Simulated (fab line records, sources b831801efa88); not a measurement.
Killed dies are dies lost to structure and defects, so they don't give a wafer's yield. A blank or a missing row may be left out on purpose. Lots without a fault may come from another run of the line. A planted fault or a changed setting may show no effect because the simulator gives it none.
Which tool did it? | flow sky130 | 11 lots, 33 wafers sampled, at 3 steps of a route of 708

WHAT THE GAUGES READ, wafer by wafer
SKY_PASSIVATION_THK_MEAS_01.
lot  | measured     | on            | PASSIVATION_CVD_00_THK (nm)
L611 | day 43 20:47 | film_metro-03 | 90.5 90.1 89.4
L612 | day 44 04:06 | film_metro-03 | 88.6 89.7 89.5
L616 | day 45 08:18 | film_metro-03 | 89.5 90.2 91.3
L617 | day 45 19:42 | film_metro-01 | 89.9 91.4 92.3
L619 | day 47 00:17 | film_metro-02 | 90.7 89.1 91.5
L622 | day 47 06:30 | film_metro-03 | 89.1 89.3 90.9
L625 | day 47 18:07 | film_metro-01 | 88.4 90.7 90.7
L626 | day 47 23:07 | film_metro-02 | 88.3 89.7 90.1
L628 | day 48 15:28 | film_metro-01 | 87.6 88.6 90.3
L629 | day 48 16:22 | film_metro-03 | 89.1 90.8 90.8
L633 | day 49 12:09 | film_metro-03 | 87.8 89.2 90.5

WHICH TOOL RAN EACH LOT (tool, then ch and the chambers of the sampled wafers, then the start)
lot  | SKY_METAL5_DESCUM_14              | SKY_PASSIVATION_CVD_00
L611 | rie_metal-03 ch 0,1, day 43 19:55 | pecvd-01 ch 0,1,2, day 43 20:46
L612 | rie_metal-04 ch 0,1, day 44 03:07 | pecvd-01 ch 1,2, day 44 04:04
L616 | rie_metal-01 ch 0,1, day 45 07:25 | pecvd-03 ch 1,2, day 45 08:17
L617 | rie_metal-04 ch 0,1, day 45 18:49 | pecvd-02 ch 0,1,2, day 45 19:41
L619 | rie_metal-01 ch 0, day 46 23:25   | pecvd-03 ch 1,2, day 47 00:16
L622 | rie_metal-01 ch 0,1, day 47 05:37 | pecvd-02 ch 0,2, day 47 06:28
L625 | rie_metal-03 ch 0,1, day 47 17:13 | pecvd-03 ch 0,1,2, day 47 18:05
L626 | rie_metal-01 ch 0,1, day 47 22:10 | pecvd-03 ch 0,1, day 47 23:06
L628 | rie_metal-04 ch 0,1, day 48 14:34 | pecvd-01 ch 0,1, day 48 15:26
L629 | rie_metal-01 ch 0,1, day 48 15:28 | pecvd-02 ch 0,1,2, day 48 16:20
L633 | rie_metal-01 ch 0, day 49 11:16   | pecvd-01 ch 0,2, day 49 12:07
- SKY_METAL5_DESCUM_14: chemistry O2, time 11 s.
- SKY_PASSIVATION_CVD_00: deposits SiO2, target thk 90 nm.

THE ANSWER, worked out from the rows above alone
Rule: what is usual is taken from the lots themselves. Put in order of their means at a reading, lots are off if they are a third of the lots or fewer, leave a main group of 4 or more, and stand apart from it by a gap of 3 or more times the standard deviation of the main group's means; of several such gaps the widest counts. A main group whose means are all the same, to the digits that the tables above print for the reading, isn't used. A lot without any number at a reading at which 4 lots or more have one is off too. The other lots that the step has rows for count as sound.
No lot is off at any reading shown: from this, nothing can be told.

WHAT THE SIMULATOR HAD PUT IN
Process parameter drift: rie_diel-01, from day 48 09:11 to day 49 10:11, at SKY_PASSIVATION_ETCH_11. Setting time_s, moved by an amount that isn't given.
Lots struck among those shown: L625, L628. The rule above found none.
